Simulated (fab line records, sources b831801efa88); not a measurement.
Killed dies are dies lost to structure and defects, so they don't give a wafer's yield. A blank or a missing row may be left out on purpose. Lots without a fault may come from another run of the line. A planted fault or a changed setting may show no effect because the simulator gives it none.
One fault seen from 2 desks | flow gf180mcu | each desk has only its own numbers; what lay behind them comes last

THE TOOL OWNER'S DESK: litho_track-02
The tool's own readings at GF_HV_LDD_DEVELOP_30 (develop time 60 s): means of the sampled wafers that have a number, for each lot that ran on this tool. A lot is out of limits, marked OUT, if its mean lies more than 4 standard deviations from the usual mean; the brackets give that distance.
Columns: A = resist_line_temp_C at GF_HV_LDD_DEVELOP_30, usual 23.01 C
lot  | first seen here | A
L213 | day 11 22:39    | 22.95
L214 | day 12 11:05    | 23.08
L224 | day 15 23:56    | 23.03
This desk's finding: nothing out of limits on any of the 3 lots.

THE METROLOGY DESK
What the gauges read, lot by lot, whatever tool the lot ran on: means of the sampled wafers that have a number. A lot is out of limits, marked OUT, if its mean lies more than 4 standard deviations from the usual mean; the brackets give that distance.
Columns: A = POLY_GATE_OVL at GF_POLY_GATE_OVL_MEAS_11, usual -3 nm; B = cd_nm at GF_HV_LDD_CD_MEAS_31, usual 400.4 nm
lot  | first seen here | A  | B
L211 | day 9 04:16     | -3 | 399.9
L212 | day 9 09:23     | -7 | 396.1
L213 | day 9 14:23     | 2  | 401.3
L214 | day 10 00:41    | -5 | 403.1
L215 | day 10 08:19    | 3  | 399.9
L216 | day 10 11:39    | 1  | 400.2
L222 | day 12 10:29    | -4 | 402.7
L224 | day 13 05:59    | -2 | 392.3
L227 | day 13 20:38    | -8 | 399.1
L229 | day 14 11:44    | 1  | 398.0
L231 | day 15 07:53    | -5 | 400.9
L233 | day 15 18:04    | -0 | 401.6
L234 | day 16 01:20    | -4 | 399.3
This desk's finding: nothing out of limits on any of the 13 lots.

PUT TOGETHER
The tool owner's desk saw nothing out of limits.
The metrology desk saw nothing out of limits.

WHAT THE SIMULATOR HAD PUT IN
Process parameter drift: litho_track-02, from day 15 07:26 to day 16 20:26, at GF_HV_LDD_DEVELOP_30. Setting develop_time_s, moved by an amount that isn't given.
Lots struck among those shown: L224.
